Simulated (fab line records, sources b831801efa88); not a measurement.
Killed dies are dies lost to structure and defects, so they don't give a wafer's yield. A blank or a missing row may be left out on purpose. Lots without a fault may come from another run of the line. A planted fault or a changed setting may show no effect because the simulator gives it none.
Which tool did it? | flow gf180mcu | 7 lots, 21 wafers sampled, at 3 steps of a route of 602

WHAT THE GAUGES READ, wafer by wafer
GF_LVPWELL_TW_MEAS_11.
lot  | measured    | on            | LVPWELL_TW
L317 | day 5 01:26 | film_metro-04 | 561 562 560
L319 | day 5 11:44 | film_metro-02 | 556 556 558
L321 | day 5 23:05 | film_metro-01 | 559 557 558
L323 | day 6 11:22 | film_metro-04 | 562 562 562
L325 | day 6 19:40 | film_metro-01 | 557 559 560
L333 | day 8 19:08 | film_metro-02 | 335 333 334
L335 | day 9 05:50 | film_metro-04 | 559 557 556

WHICH TOOL RAN EACH LOT (tool, then ch and the chambers of the sampled wafers, then the start)
lot  | GF_DNWELL_STRIP_08                  | GF_LVPWELL_IMPLANT_08
L317 | plasma_asher-02 ch 0,1, day 3 21:22 | implanter-04 ch 0, day 5 01:02
L319 | plasma_asher-01 ch 0,1, day 4 07:04 | implanter-04 ch 0, day 5 11:20
L321 | plasma_asher-01 ch 0,1, day 4 18:58 | implanter-03 ch 0, day 5 22:41
L323 | plasma_asher-04 ch 0,1, day 5 05:47 | implanter-03 ch 0, day 6 10:59
L325 | plasma_asher-01 ch 0,1, day 5 14:24 | implanter-02 ch 0, day 6 19:17
L333 | plasma_asher-04 ch 1, day 7 10:06   | implanter-04, day 8 18:44
L335 | plasma_asher-02 ch 0, day 7 19:49   | implanter-03 ch 0, day 9 05:26
- GF_DNWELL_STRIP_08: strips in O2/N2.
- GF_LVPWELL_IMPLANT_08

THE ANSWER, worked out from the rows above alone
Rule: what is usual is taken from the lots themselves. Put in order of their means at a reading, lots are off if they are a third of the lots or fewer, leave a main group of 4 or more, and stand apart from it by a gap of 3 or more times the standard deviation of the main group's means; of several such gaps the widest counts. A main group whose means are all the same, to the digits that the tables above print for the reading, isn't used. A lot without any number at a reading at which 4 lots or more have one is off too. The other lots that the step has rows for count as sound.
Off: L333, at GF_LVPWELL_TW_MEAS_11 (LVPWELL_TW). The main group: mean 559, standard deviation 1.9.
A tool fits if, at a process step before that reading, it ran every lot that is off, and no sound lot after the first of them. The gauges at GF_LVPWELL_TW_MEAS_11 are tried like those tools. Can't be told from this: 3 tools fit, plasma_asher-04 at GF_DNWELL_STRIP_08, implanter-04 at GF_LVPWELL_IMPLANT_08, film_metro-02 at GF_LVPWELL_TW_MEAS_11.

WHAT THE SIMULATOR HAD PUT IN
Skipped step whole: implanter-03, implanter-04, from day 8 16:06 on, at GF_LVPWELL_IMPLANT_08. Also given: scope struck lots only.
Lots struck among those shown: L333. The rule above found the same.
